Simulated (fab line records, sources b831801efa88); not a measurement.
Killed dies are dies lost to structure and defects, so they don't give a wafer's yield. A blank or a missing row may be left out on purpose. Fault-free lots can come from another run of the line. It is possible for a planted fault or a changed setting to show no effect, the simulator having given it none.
Which tool did it?	flow gf180mcu	33 wafers from 11 lots sampled at 6 of the route's 602 steps

== WHAT THE GAUGES READ, wafer by wafer ==
GF_HV_LDD_OVL_MEAS_47. Usual: for HV_LDD_03_OVL the level is -1.7 nm and the standard deviation is 1.3.
lot	measured	on	HV_LDD_03_OVL (nm)	flag
L804	day 12 12:07	overlay-02	-0.7 -1.7 -1.4	
L807	day 13 18:53	overlay-01	-1.2 -1.2 -0.8	
L808	day 14 05:10	overlay-02	-0.3 -0.4 -2.0	
L809	day 14 12:37	overlay-02	-3.0 -3.0 -1.9	
L811	day 15 01:01	overlay-01	-0.9 -1.0 -0.7	
L814	day 16 00:37	overlay-02	-1.4 -0.7 -0.1	
L816	day 16 18:49	overlay-02	-2.1 -2.1 -2.5	
L817	day 16 23:47	overlay-02	0.5 -2.9 -2.5	
L820	day 18 01:25	overlay-01	-2.4 -1.6 -2.0	
L822	day 18 17:38	overlay-01	-3.8 -1.8 -3.2	
L824	day 19 14:08	overlay-01	-1.9 -1.3 -0.6	

GF_PSD_RS_MEAS_15: the measuring method here is four-point-probe. Usual: for PSD_RS the level is 108.58 ohm/sq and the standard deviation is 0.29.
lot	measured	on	PSD_RS (ohm/sq)	flag
L804	day 14 09:11	film metro-04	108.39 108.21 108.32	
L807	day 15 17:26	film metro-03	108.73 108.41 108.87	
L808	day 16 04:28	film metro-03	109.19 108.99 108.97	
L809	day 16 11:54	film metro-01	108.79 108.49 108.78	
L811	day 17 02:31	film metro-03	108.86 108.32 108.45	
L814	day 18 02:04	film metro-04	108.41 108.40 108.70	
L816	day 18 21:26	film metro-03	108.14 108.35 107.66	
L817	day 19 03:33	film metro-03	108.48 108.42 108.89	
L820	day 20 06:28	film metro-01	110.50 110.55 110.60	OFF
L822	day 20 22:08	film metro-04	109.60 110.00 110.12	OFF
L824	day 21 18:24	film metro-01	108.48 109.08 108.42	

GF_SAB_THK_MEAS_01. Usual: for SAB_CVD_00_THK the level is 49.9 nm and the standard deviation is 0.68.
lot	measured	on	SAB_CVD_00_THK (nm)	flag
L804	day 14 09:19	film metro-01	49.1 49.1 49.7	
L807	day 15 17:34	film metro-02	48.9 49.2 50.6	
L808	day 16 04:35	film metro-02	49.9 50.3 50.6	
L809	day 16 12:02	film metro-02	49.8 50.5 50.9	
L811	day 17 02:39	film metro-04	48.9 49.5 49.9	
L814	day 18 02:12	film metro-02	49.1 49.2 49.7	
L816	day 18 21:34	film metro-04	49.8 51.0 51.6	
L817	day 19 03:41	film metro-04	49.9 50.3 50.8	
L820	day 20 06:36	film metro-04	48.7 49.6 50.7	
L822	day 20 22:16	film metro-02	50.2 49.1 50.0	
L824	day 21 18:32	film metro-02	49.3 50.6 51.3	

== WHAT TOOL EACH LOT RAN ON (gives the tool, then ch and the chambers of the sampled wafers, and finally the start) ==
lot	GF_HV_LDD_STRIP_22	GF_PSD_IMPLANT_09	GF_PSD_STRIP_10
L804	plasma asher-01 ch 0,1, day 10 21:45	implanter-04 ch 0, day 14 08:37	plasma asher-03 ch 1, day 14 08:46
L807	plasma asher-01 ch 0,1, day 12 03:40	implanter-04 ch 0, day 15 16:53	plasma asher-04 ch 0,1, day 15 17:00
L808	plasma asher-03 ch 0,1, day 12 11:31	implanter-01 ch 0, day 16 03:54	plasma asher-03 ch 0,1, day 16 04:02
L809	plasma asher-04 ch 0,1, day 12 17:58	implanter-02 ch 0, day 16 11:21	plasma asher-04 ch 0,1, day 16 11:28
L811	plasma asher-03 ch 0,1, day 13 07:07	implanter-01 ch 0, day 17 01:58	plasma asher-02 ch 0,1, day 17 02:05
L814	plasma asher-01 ch 0,1, day 14 05:42	implanter-02 ch 0, day 18 01:30	plasma asher-03 ch 0,1, day 18 01:39
L816	plasma asher-01 ch 0,1, day 14 21:41	implanter-02 ch 0, day 18 20:53	plasma asher-04 ch 0,1, day 18 21:01
L817	plasma asher-04 ch 0,1, day 15 02:45	implanter-04 ch 0, day 19 02:55	plasma asher-04 ch 1, day 19 03:04
L820	plasma asher-01 ch 0,1, day 16 02:58	implanter-04 ch 0, day 20 05:54	plasma asher-04 ch 0,1, day 20 06:03
L822	plasma asher-04 ch 0,1, day 16 19:09	implanter-04 ch 0, day 20 21:34	plasma asher-02 ch 0,1, day 20 21:43
L824	plasma asher-03 ch 0,1, day 17 12:48	implanter-01 ch 0, day 21 17:50	plasma asher-04 ch 0,1, day 21 17:59
- GF_HV_LDD_STRIP_22: strips in O2/N2.
- GF_PSD_IMPLANT_09
- GF_PSD_STRIP_10: strips in O2/N2.

== AS READ BY THE TOOLS THEMSELVES (means over the sampled wafers that have a number; for cases with no such wafer, the mark the record gives instead) ==
GF_HV_LDD_STRIP_22. Usual: chamber pressure mTorr 1500.1 mTorr, standard deviation 1.2; drypump motor current A 5.6 A, standard deviation 0.36; heater power w 326 W, standard deviation 23; oes product au 0.716 a.u., standard deviation 0.0047; platen temp c 250.03 C, standard deviation 0.18; strip time to endpoint s 12.65 s, standard deviation 0.037.
lot	tool	chamber pressure mTorr (mTorr)	drypump motor current A (A)	heater power w (W)	oes product au (a.u.)	platen temp c (C)	strip time to endpoint s (s)	flag
L804	plasma asher-01	1500.1	5.9	324	0.714	249.98	12.60	
L807	plasma asher-01	1500.9	5.7	332	0.713	250.02	12.63	
L808	plasma asher-03	1500.3	5.9	335	0.710	250.06	12.66	
L809	plasma asher-04	1500.5	5.2	299	0.720	250.03	12.64	
L811	plasma asher-03	1501.1	5.9	336	0.717	249.96	12.60	
L814	plasma asher-01	1498.6	5.9	329	0.710	250.05	12.68	
L816	plasma asher-01	1499.7	5.9	321	0.714	250.07	12.73	
L817	plasma asher-04	1499.3	5.2	308	0.716	250.10	12.69	
L820	plasma asher-01	1499.6	5.7	343	0.714	249.92	12.58	
L822	plasma asher-04	1500.1	5.2	304	0.718	249.89	12.66	
L824	plasma asher-03	1498.9	5.9	339	0.714	249.95	12.63	

GF_PSD_IMPLANT_09. Usual: beam energy keV reads 39.997 (standard deviation 0.013).
lot	tool	beam energy keV	flag
L804	implanter-04	39.988	
L807	implanter-04	40.003	
L808	implanter-01	40.014	
L809	implanter-02	39.985	
L811	implanter-01	40.009	
L814	implanter-02	40.016	
L816	implanter-02	40.001	
L817	implanter-04	39.988	
L820	implanter-04	38.767	OFF
L822	implanter-04	38.754	OFF
L824	implanter-01	39.979	

GF_PSD_STRIP_10. Usual: chamber pressure mTorr 1500.0 mTorr, standard deviation 1.3; drypump motor current A 5.7 A, standard deviation 0.42; heater power w 326 W, standard deviation 23; oes product au 0.592 a.u., standard deviation 0.0044; platen temp c 249.99 C, standard deviation 0.19; strip time to endpoint s 16.54 s, standard deviation 0.047.
lot	tool	chamber pressure mTorr (mTorr)	drypump motor current A (A)	heater power w (W)	oes product au (a.u.)	platen temp c (C)	strip time to endpoint s (s)	flag
L804	plasma asher-03	1499.5	5.5	362	0.591	250.13	16.49	
L807	plasma asher-04	1499.7	5.2	303	0.594	250.16	16.55	
L808	plasma asher-03	1501.1	5.7	348	0.594	249.88	16.58	
L809	plasma asher-04	1499.1	5.2	303	0.590	249.99	16.63	
L811	plasma asher-02	1500.2	6.2	334	0.590	249.96	16.51	
L814	plasma asher-03	1499.8	5.7	349	0.592	249.80	16.56	
L816	plasma asher-04	1501.5	5.2	303	0.592	250.09	16.53	
L817	plasma asher-04	1500.4	5.2	305	0.589	250.12	16.56	
L820	plasma asher-04	1498.3	5.2	306	0.596	249.95	16.41	
L822	plasma asher-02	1500.3	6.2	333	0.593	249.90	16.39	OFF
L824	plasma asher-04	1501.0	5.2	311	0.590	250.02	16.53	

== THE ANSWER, worked out from the rows above alone ==
Rule: a lot is off if the mean of its wafers that have a number lies more than 3 standard deviations from the usual mean. A lot without any number at a reading at which 4 lots or more have one is off too. All remaining lots with rows at the step are treated as sound. The gauges are gone through in route order, then the tools' own readings, and for those a lot's mean is taken as printed above. The first step at which some lot is off is used, and at that step the reading that is off furthest; a lot without a number counts as furthest.
Off: L820, L822, at GF_PSD_RS_MEAS_15 (PSD_RS).
If a tool, at a process step before that reading, ran all the lots that are off and no sound lot after the first of them, it fits. Not tried: the gauges at GF_PSD_RS_MEAS_15; whatever is off there is also off at GF_PSD_IMPLANT_09, on other tools, and gauge error can't account for it. One fits: implanter-04 at GF_PSD_IMPLANT_09. A fault onset in the window from L817 (day 19 02:55, its last sound lot) to L820 (day 20 05:54, its first lot off) fits.
The tool's own readings at GF_PSD_IMPLANT_09 bear it out: on the lots that are off they differ by more than 5 times the standard deviation of the sound lots' means. beam energy keV reads 38.761 there against 39.998 on the sound lots.

== WHAT THE SIMULATOR PUT IN ==
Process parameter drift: implanter-04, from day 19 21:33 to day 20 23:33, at GF_PSD_IMPLANT_09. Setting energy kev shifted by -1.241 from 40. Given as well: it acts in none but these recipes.
Struck lots among those shown: L820, L822. The rule given above showed the same thing.
